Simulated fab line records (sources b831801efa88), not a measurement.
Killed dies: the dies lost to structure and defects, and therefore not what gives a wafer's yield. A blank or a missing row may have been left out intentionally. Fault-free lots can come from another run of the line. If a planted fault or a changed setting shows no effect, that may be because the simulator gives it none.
Chamber matching + flow gf180mcu + GF_V4_CVD_02 on pecvd-01: 3 sister chambers
The step deposits SiO2 from TEOS, target thk 850 nm, time 94.851 s. 6 wafers are shown with their chamber, then 7 later ones without.

## WAFERS PAIRED WITH THEIR CHAMBERS
| wafer  | chamber | heater power w (W) |
|--------|---------|--------------------|
| L646.2 | 1       | 613                |
| L653.1 | 0       | 609                |
| L653.4 | 2       | 612                |
| L653.5 | 1       | 522                |
| L654.1 | 0       | 508                |
| L654.5 | 2       | 739                |

## WAFERS WITH NO CHAMBER GIVEN
| wafer  | heater power w (W) |
|--------|--------------------|
| L654.6 | 595                |
| L655.1 | 521                |
| L655.3 | 715                |
| L655.5 | 503                |
| L661.1 | 605                |
| L661.3 | 504                |
| L661.4 | 557                |

## EACH ONE'S CHAMBER
| wafer  | from the rows above          | in truth |
|--------|------------------------------|----------|
| L654.6 | can't be placed: 1 or 0 or 2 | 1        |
| L655.1 | can't be placed: 0 or 1 or 2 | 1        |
| L655.3 | can't be placed: 2 or 1 or 0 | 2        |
| L655.5 | can't be placed: 0 or 1 or 2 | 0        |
| L661.1 | can't be placed: 1 or 0 or 2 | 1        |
| L661.3 | can't be placed: 0 or 1 or 2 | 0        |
| L661.4 | can't be placed: 0 or 1 or 2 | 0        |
Correct placement for 0 of the 7. These rows do not allow placing 7 (true chamber among the candidates in 7). Placed wrongly: 0.
How it was worked out, from the rows above alone: a wafer's distance from a chamber is the root of the sum, over the readings, of the square of ((its reading less the chamber's mean) divided by the reading's scatter). If the next closest chamber is less than 2 further off than the closest, the wafer can't be placed; otherwise it belongs to the closest. A chamber's mean is the mean of its shown wafers. The scatter: take each reading less its chamber's mean, square it, sum over the shown wafers, divide by the number of wafers less the number of chambers, and take the root.
